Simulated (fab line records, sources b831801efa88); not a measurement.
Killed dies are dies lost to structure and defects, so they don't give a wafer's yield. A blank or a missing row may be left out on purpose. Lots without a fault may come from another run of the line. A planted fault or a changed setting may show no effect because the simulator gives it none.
fab line records | flow sky130
record lots=6 wafers=18 last_day=50
route steps=708 shown LDD_HVN@274 LDD_HVP@278 LDD_LDN@289 PAD_OPEN@708
lots that met no fault: from a run of the same line without faults
start_h: hours from the record's first day to the start of the lot's first wafer shown | wait_h: hours since the lot's step before | " the same as in the row above | L1.1+2: a row that stands for several wafers | - no value, or no start given | * or withheld: withheld | < > ~ a bound
route shown NAME@n: a module of which the file shows steps, and the number in the route of the first | usual: mean/standard deviation of fault-free wafers | same: alike in all rows | chamber/n: place in a boat | sites: the reading at each site | _std_site: their standard deviation | _edge_site: outer sites' mean less inner sites' | radius_mm: how far each site lies from the wafer's centre | mask NAME#n: copy n | behind: the tool/chamber that last shaped the wafer | hold: why the lot was held/for how many hours/how that ended | device: the transistor (n, p or np) that didn't switch | end of line: the same wafers' tests at the end of the route | a step without rows: its recipe alone | killed: dies lost to structure and defects at the first sort, not the wafer's yield | map: a wafer's dies, x killed, . not, _ none there
set.NAME: the setting as run; set.NAME@STEP: as run at that earlier step | model.NAME: the simulator's own value behind a step, which no gauge read
lots at some steps of the route; a table a step, a row a wafer
services: from which hour (start_h, from the record's first day; less than 0 if before it) a tool's chamber was out of use, for how many hours, and why
## steps
# step SKY_LDD_HVN_OVL_MEAS_07
# usual LDD_HVN_OVL=0.0/1.4
# columns lot.wafer tool chamber start_h wait_h LDD_HVN_OVL[nm]
L742.2 overlay-01 - 486.48 0.1 -3.0
L742.5 " - " " -0.3
L742.6 " - " " 0.6
L743.1 overlay-01 - 497.35 0.1 0.0
L743.3 " - " " -1.6
L743.5 " - " " 0.3
L749.1 overlay-02 - 538.90 0.1 -0.5
L749.5 " - " " 0.5
L749.6 " - " " -0.2
L751.1 overlay-01 - 561.80 0.1 0.3
L751.5 " - " " -0.2
L751.6 " - " " 0.5
L759.2 overlay-01 - 630.45 0.1 -0.4
L759.3 " - " " -1.2
L759.4 " - " " 1.3
L761.2 overlay-01 - 646.28 0.1 -0.5
L761.3 " - " " -0.9
L761.6 " - " " -0.1
# step SKY_LDD_HVN_IMPLANT_08
# recipe species=P energy_kev=60 dose_cm2=3e+13 tilt_deg=40
# step SKY_LDD_HVN_STRIP_09
# recipe chemistry=O2/N2 power_w=1400 pressure_mtorr=1500 platen_temp_c=withheld o2_flow_sccm=3000 n2_flow_sccm=300 overash_fraction=0.5
# usual drypump_motor_current_A=5.9/0.5 oes_product_au=0.408/0.0041 strip_time_to_endpoint_s=4.130/0.013
# columns lot.wafer tool chamber start_h wait_h drypump_motor_current_A oes_product_au rf_hours_counter_h strip_time_to_endpoint_s
L742.2 plasma_asher-03 1 486.66 0.1 5.5 0.412 65 4.140
L742.5 " 1 " " 5.5 0.410 - 4.150
L742.6 " 0 " " 6.6 0.407 - 4.114
L743.1 plasma_asher-02 1 497.53 0.1 5.7 0.408 35 4.141
L743.3 " 1 " " 5.8 0.411 - 4.167
L743.5 " 0 " " 5.3 0.402 - 4.119
L749.1 plasma_asher-02 0 539.08 0.1 5.3 0.407 38 4.117
L749.5 " 1 " " 5.8 0.408 - 4.142
L749.6 " 0 " " 5.3 0.415 - 4.128
L751.1 plasma_asher-03 1 561.98 0.1 5.6 0.404 73 4.113
L751.5 " 1 " " 5.6 0.415 - 4.129
L751.6 " 0 " " 6.7 0.407 - 4.127
L759.2 plasma_asher-04 1 630.63 0.1 6.2 0.407 97 4.117
L759.3 " 1 " " 6.2 0.408 - 4.146
L759.4 " 0 " " 5.9 0.407 - 4.124
L761.2 plasma_asher-02 1 646.46 0.1 5.8 0.410 48 4.138
L761.3 " 1 " " 5.7 0.405 - 4.138
L761.6 " 1 " " 5.7 0.410 - 4.138
# step SKY_LDD_HVN_TW_MEAS_10
# usual LDD_HVN_TW=1445/9.6
# columns lot.wafer tool chamber start_h wait_h LDD_HVN_TW
L742.2 film_metro-01 - 486.77 0.1 1449
L742.5 " - " " 1469
L742.6 " - " " 1454
L743.1 film_metro-01 - 497.63 0.1 1449
L743.3 " - " " 1453
L743.5 " - " " 1453
L749.1 film_metro-02 - 539.18 0.1 1446
L749.5 " - " " 1451
L749.6 " - " " 1442
L751.1 film_metro-02 - 562.08 0.1 1447
L751.5 " - " " 1455
L751.6 " - " " 1446
L759.2 film_metro-01 - 630.74 0.1 1447
L759.3 " - " " 1456
L759.4 " - " " 1452
L761.2 film_metro-03 - 646.57 0.1 1439
L761.3 " - " " 1434
L761.6 " - " " 1441
# step SKY_LDD_HVP_DEHYDRATE_00
# recipe temp_c=200 time_s=60
# step SKY_LDD_HVP_HMDS_01
# recipe prime_time_s=60 prime_temp_c=120
# step SKY_LDD_HVP_COAT_02
# recipe resist=NOVOLAK spin_rpm=3000 resist_thk_nm=300
# step SKY_LDD_HVP_SOFTBAKE_03
# recipe temp_c=90 time_s=60 resist=NOVOLAK
# step SKY_LDD_HVP_EXPOSE_04
# recipe mask_id=HVPTM na=0.6 source_shape=conventional sigma_outer=0.6 polarization=unpolarized target_cd_nm=700 dose_mj=86
# step SKY_LDD_HVP_PEB_05
# recipe temp_c=withheld time_s=* resist=NOVOLAK
# step SKY_LDD_HVP_DEVELOP_06
# recipe resist=NOVOLAK developer=TMAH develop_time_s=60 dev_temp_c=23
# step SKY_LDD_HVP_OVL_MEAS_07
# usual LDD_HVP_OVL=1.4/1.3
# columns lot.wafer tool chamber start_h wait_h LDD_HVP_OVL[nm]
L742.2 overlay-01 - 516.74 0.1 2.7
L742.5 " - " " 4.7
L742.6 " - " " 1.5
L743.1 overlay-02 - 527.94 0.1 -1.6
L743.3 " - " " 0.0
L743.5 " - " " -1.1
L749.1 overlay-01 - 569.19 0.1 1.7
L749.5 " - " " 0.1
L749.6 " - " " 2.1
L751.1 overlay-02 - 591.28 0.1 -0.8
L751.5 " - " " 1.6
L751.6 " - " " -0.7
L759.2 overlay-01 - 659.13 0.1 0.1
L759.3 " - " " 0.9
L759.4 " - " " 1.1
L761.2 overlay-01 - 674.38 0.1 1.9
L761.3 " - " " 1.2
L761.6 " - " " -0.1
# step SKY_LDD_HVP_IMPLANT_08
# recipe species=B energy_kev=20 dose_cm2=1.7e+13 tilt_deg=17.9
# usual dose_ions_cm2=1.7003e+13/1.6e+10 faraday_current_uA=95.7/1.9
# columns lot.wafer tool chamber start_h wait_h dose_ions_cm2 faraday_current_uA
L742.2 implanter-04 0 516.79 0.0 1.7016e+13 96.6
L742.5 " 0 " " 1.7018e+13 94.3
L742.6 " 0 " " 1.7017e+13 94.7
L743.1 implanter-02 0 527.97 0.0 1.6991e+13 94.6
L743.3 " 0 " " 1.7e+13 91.3
L743.5 " 0 " " 1.7017e+13 94.8
L749.1 implanter-02 0 569.22 0.0 1.4632e+13 82.7
L749.5 " 0 " " 1.4663e+13 82.9
L749.6 " 0 " " 1.4662e+13 83.3
L751.1 implanter-02 0 591.31 0.0 1.4641e+13 83.5
L751.5 " 0 " " 1.466e+13 82.6
L751.6 " 0 " " 1.4646e+13 82.4
L759.2 implanter-02 0 659.19 0.0 1.702e+13 93.8
L759.3 " 0 " " 1.7013e+13 95.3
L759.4 " 0 " " 1.7011e+13 96.2
L761.2 implanter-01 0 674.44 0.0 1.6979e+13 95.4
L761.3 " 0 " " 1.699e+13 95.5
L761.6 " 0 " " 1.6999e+13 98.1
# step SKY_LDD_HVP_STRIP_09
# recipe chemistry=O2/N2 power_w=1400 pressure_mtorr=1500 platen_temp_c=withheld o2_flow_sccm=3000 n2_flow_sccm=300 overash_fraction=0.5
# usual drypump_motor_current_A=5.6/0.32 oes_product_au=0.409/0.0044 strip_time_to_endpoint_s=4.135/0.013
# columns lot.wafer tool chamber start_h wait_h drypump_motor_current_A oes_product_au rf_hours_counter_h strip_time_to_endpoint_s
L742.2 plasma_asher-04 0 516.92 0.1 5.9 0.409 85 4.128
L742.5 " 0 " " 5.9 0.411 - 4.120
L742.6 " 1 " " 6.2 0.408 - 4.129
L743.1 plasma_asher-01 1 528.12 0.1 5.6 0.407 8 4.131
L743.3 " 1 " " 5.6 0.414 - 4.128
L743.5 " 0 " " 5.3 0.410 - 4.125
L749.1 plasma_asher-02 0 569.37 0.1 5.3 0.407 41 4.123
L749.5 " 1 " " 5.7 0.412 - 4.120
L749.6 " 0 " " 5.3 0.412 - 4.113
L751.1 plasma_asher-04 1 591.46 0.1 6.1 0.405 93 4.131
L751.5 " 1 " " 6.2 0.407 - 4.137
L751.6 " 0 " " 5.9 0.407 - 4.141
L759.2 plasma_asher-01 1 659.31 0.1 5.6 0.410 22 4.127
L759.3 " 1 " " 5.6 0.411 - 4.127
L759.4 " 0 " " 5.2 0.411 - 4.129
L761.2 plasma_asher-04 1 674.56 0.1 6.2 0.403 102 4.113
L761.3 " 0 " " 5.9 0.406 - 4.118
L761.6 " 1 " " 6.2 0.413 - 4.127
# step SKY_LDD_HVP_TW_MEAS_10
# usual LDD_HVP_TW=459.8/1.9
# columns lot.wafer tool chamber start_h wait_h LDD_HVP_TW
L742.2 film_metro-02 - 517.03 0.1 459.4
L742.5 " - " " 458.4
L742.6 " - " " 458.2
L743.1 film_metro-01 - 528.22 0.1 460.1
L743.3 " - " " 460.4
L743.5 " - " " 458.5
L749.1 film_metro-02 - 569.47 0.1 440.3
L749.5 " - " " 439.1
L749.6 " - " " 438.4
L751.1 film_metro-02 - 591.56 0.1 437.1
L751.5 " - " " 438.6
L751.6 " - " " 439.1
L759.2 film_metro-02 - 659.42 0.1 459.8
L759.3 " - " " 460.6
L759.4 " - " " 457.2
L761.2 film_metro-01 - 674.67 0.1 461.3
L761.3 " - " " 459.7
L761.6 " - " " 461.3
# step SKY_LDD_LDN_DEHYDRATE_00
# recipe temp_c=200 time_s=60
# step SKY_PAD_OPEN_PROBE_99
# usual killed_at_M0_to_M3=43/7 killed_at_M4_up=3.1/2 killed_at_contacts=24/5.3 killed_at_front_end=15/4.2 killed_at_other=0.4/0.66 killed_dies=86/9.5 killed_open=47/7.4 killed_short=38/6.2
# same gross_dies=492 killed_at_back_side=0
# columns lot.wafer tool chamber start_h wait_h killed_at_M0_to_M3 killed_at_M4_up killed_at_contacts killed_at_front_end killed_at_other killed_dies killed_open killed_short model.etest.tip_p_5v.rs_ohm_sq
L742.2 prober-01 - 1090.83 0.1 46 2 21 18 0 87 50 37 2854
L742.5 prober-01 - 1090.98 0.2 43 3 23 18 0 87 47 40 2875
L742.6 prober-01 - 1091.03 0.2 41 3 24 16 0 84 43 41 2898
L743.1 prober-02 - 1097.15 0.1 45 3 24 9 0 81 42 39 2858
L743.3 prober-02 - 1097.25 0.2 42 3 27 14 0 86 52 32 2839
L743.5 prober-02 - 1097.35 0.2 51 0 25 11 2 89 49 36 2832
L749.1 prober-02 - 1126.93 0.1 36 1 21 13 0 71 37 34 3198
L749.5 prober-02 - 1127.13 0.2 48 2 17 19 0 86 44 42 3242
L749.6 prober-02 - 1127.18 0.2 37 2 30 13 0 82 50 32 3244
L751.1 prober-02 - 1139.55 0.1 40 1 25 16 0 82 49 33 3190
L751.5 prober-02 - 1139.75 0.2 47 4 29 19 0 99 52 47 3179
L751.6 prober-02 - 1139.80 0.2 43 3 31 15 1 93 51 42 3187
L759.2 prober-01 - 1181.77 0.1 42 3 23 17 1 86 42 43 2856
L759.3 prober-01 - 1181.82 0.2 45 6 31 22 0 104 60 44 2877
L759.4 prober-01 - 1181.87 0.2 45 3 26 15 1 90 56 34 2859
L761.2 prober-01 - 1190.73 0.1 43 3 19 19 0 84 50 34 2885
L761.3 prober-01 - 1190.78 0.2 44 0 29 16 0 89 53 36 2878
L761.6 prober-01 - 1190.93 0.2 58 3 14 11 0 86 39 47 2870
# killed by level:class
L742.2 VIA1:geometric_particle:open=14 LI_CONTACT:geometric_particle:open=7 CONTACT:geometric_particle:open=6 VIA2:geometric_particle:open=5 VIA1:geometric_particle:short=5 VIA3:geometric_particle:open=5 SPACER:geometric_particle:short=4 METAL2:geometric_particle:short=4
L742.5 VIA1:geometric_particle:open=9 CONTACT:geometric_particle:open=9 VIA2:geometric_particle:open=8 CONTACT:geometric_particle:short=6 LI_CONTACT:geometric_particle:open=6 METAL1:geometric_particle:short=6 FIELD_ISO:geometric_particle:open=5 FIELD_ISO:geometric_particle:short=5
L742.6 CONTACT:geometric_particle:open=9 VIA2:geometric_particle:open=7 VIA3:geometric_particle:open=7 VIA3:geometric_particle:short=6 FIELD_ISO:geometric_particle:short=5 LI_CONTACT:geometric_particle:open=5 CONTACT:geometric_particle:short=5 POLY_GATE:geometric_particle:open=4
L743.1 CONTACT:geometric_particle:open=11 VIA1:geometric_particle:open=11 VIA1:geometric_particle:short=8 CONTACT:geometric_particle:short=5 VIA3:geometric_particle:short=5 METAL2:geometric_particle:short=5 LI_CONTACT:geometric_particle:open=4 VIA3:geometric_particle:open=4
L743.3 VIA1:geometric_particle:open=14 LI_CONTACT:geometric_particle:open=11 VIA3:geometric_particle:open=8 CONTACT:geometric_particle:open=7 METAL1:geometric_particle:short=5 FIELD_ISO:geometric_particle:open=4 CONTACT:geometric_particle:short=4 VIA1:geometric_particle:short=4
L743.5 CONTACT:geometric_particle:open=12 VIA1:geometric_particle:open=10 METAL2:geometric_particle:short=9 LI_CONTACT:geometric_particle:open=7 VIA3:geometric_particle:open=7 METAL1:geometric_particle:short=5 VIA1:geometric_particle:short=5 VIA2:geometric_particle:open=5
L749.1 VIA1:geometric_particle:open=9 CONTACT:geometric_particle:open=7 METAL1:geometric_particle:short=7 CONTACT:geometric_particle:short=5 VIA2:geometric_particle:open=5 VIA3:geometric_particle:open=5 LOCAL_INTERCONNECT:geometric_particle:short=4 FIELD_ISO:geometric_particle:open=3
L749.5 VIA1:geometric_particle:open=9 VIA3:geometric_particle:open=8 METAL2:geometric_particle:short=8 FIELD_ISO:geometric_particle:short=6 VIA1:geometric_particle:short=6 VIA2:geometric_particle:open=6 POLY_GATE:geometric_particle:open=4 LI_CONTACT:geometric_particle:open=4
L749.6 CONTACT:geometric_particle:open=15 VIA3:geometric_particle:open=10 LI_CONTACT:geometric_particle:open=7 FIELD_ISO:geometric_particle:short=5 VIA1:geometric_particle:short=5 VIA2:geometric_particle:open=5 METAL1:geometric_particle:short=4 METAL2:geometric_particle:short=4
L751.1 CONTACT:geometric_particle:open=10 VIA3:geometric_particle:open=8 VIA2:geometric_particle:open=8 FIELD_ISO:geometric_particle:open=6 CONTACT:geometric_particle:short=6 VIA1:geometric_particle:open=6 VIA3:geometric_particle:short=5 FIELD_ISO:geometric_particle:short=4
L751.5 METAL2:geometric_particle:short=13 LI_CONTACT:geometric_particle:open=9 CONTACT:geometric_particle:open=9 VIA1:geometric_particle:open=9 CONTACT:geometric_particle:short=8 VIA2:geometric_particle:open=8 POLY_GATE:geometric_particle:short=5 FIELD_ISO:geometric_particle:open=4
L751.6 METAL1:geometric_particle:short=11 CONTACT:geometric_particle:open=9 VIA1:geometric_particle:open=9 LI_CONTACT:geometric_particle:open=8 LOCAL_INTERCONNECT:geometric_particle:short=7 VIA3:geometric_particle:open=6 FIELD_ISO:geometric_particle:open=5 POLY_GATE:geometric_particle:open=4
L759.2 VIA1:geometric_particle:open=12 CONTACT:geometric_particle:open=10 METAL2:geometric_particle:short=10 LI_CONTACT:geometric_particle:open=6 POLY_GATE:geometric_particle:short=5 FIELD_ISO:geometric_particle:short=4 LI_CONTACT:geometric_particle:short=4 VIA1:geometric_particle:short=4
L759.3 VIA1:geometric_particle:open=12 LI_CONTACT:geometric_particle:open=12 CONTACT:geometric_particle:open=9 METAL1:geometric_particle:short=7 VIA3:geometric_particle:open=7 FIELD_ISO:geometric_particle:short=6 FIELD_ISO:geometric_particle:open=5 CONTACT:geometric_particle:short=5
L759.4 VIA1:geometric_particle:open=12 CONTACT:geometric_particle:open=10 METAL2:geometric_particle:short=7 LI_CONTACT:geometric_particle:open=6 VIA3:geometric_particle:open=6 FIELD_ISO:geometric_particle:open=5 LOCAL_INTERCONNECT:geometric_particle:short=5 VIA2:geometric_particle:open=5
L761.2 VIA1:geometric_particle:open=14 LI_CONTACT:geometric_particle:open=8 CONTACT:geometric_particle:open=8 FIELD_ISO:geometric_particle:open=6 POLY_GATE:geometric_particle:short=6 METAL1:geometric_particle:short=6 VIA3:geometric_particle:short=5 VIA1:geometric_particle:short=4
L761.3 VIA1:geometric_particle:open=14 CONTACT:geometric_particle:open=12 LI_CONTACT:geometric_particle:open=6 VIA2:geometric_particle:open=6 CONTACT:geometric_particle:short=6 METAL1:geometric_particle:short=6 VIA1:geometric_particle:short=4 VIA3:geometric_particle:open=4
L761.6 VIA2:geometric_particle:open=11 VIA1:geometric_particle:open=10 METAL1:geometric_particle:short=10 CONTACT:geometric_particle:open=9 METAL2:geometric_particle:short=8 VIA2:geometric_particle:short=6 FIELD_ISO:geometric_particle:short=4 VIA1:geometric_particle:short=4
## services
# columns tool chamber start_h hours kind
plasma_asher-01 - 480.96 14.6 pm
implanter-04 - 495.68 4.4 pm
implanter-04 - 512.76 3.7 pm
plasma_asher-04 - 512.98 0.6 repair
implanter-01 - 518.52 4.4 pm
plasma_asher-02 - 523.35 11.1 repair
implanter-02 - 533.45 1.0 repair
plasma_asher-03 - 569.07 1.4 repair
plasma_asher-02 - 578.45 1.5 repair
plasma_asher-03 - 625.50 5.5 repair
plasma_asher-03 - 630.99 2.8 pm
implanter-02 - 659.48 1.5 repair
plasma_asher-01 - 669.85 1.6 repair
implanter-02 - 670.73 3.1 repair
## key
first_sign step=SKY_LDD_HVP_IMPLANT_08 reading=dose_ions_cm2 direction=down sigmas=99+ usual=* struck=*
effect step=SKY_LDD_HVP_IMPLANT_08 reading=faraday_current_uA direction=down sigmas=6.7 usual=95.7 struck=82.9
effect step=SKY_LDD_HVP_TW_MEAS_10 reading=LDD_HVP_TW direction=down sigmas=11 usual=459.8 struck=438.7
model_effect step=SKY_PAD_OPEN_PROBE_99 value=etest.tip_p_5v.rs_ohm_sq without=2877 struck=3207
met_at SKY_LDD_HVP_IMPLANT_08
struck_wafers L749.1,L749.5,L749.6,L751.1,L751.5,L751.6
tester_left_out L749,L751
onset_between 527.97 569.22
fault kind=process_parameter_drift tool=implanter-02 chamber=- onset_h=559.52 steps=SKY_LDD_HVP_IMPLANT_08 channel=dose_cm2 offset=* shape=step end_h=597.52 acts_in=* stated=*
# tester_left_out: of these lots the tester's yield and bins aren't shown, on N5 and GAA mostly nor the transistor test; their killed dies are dies lost to structure and defects alone, not to doping, threshold or leakage, so they don't give the yield
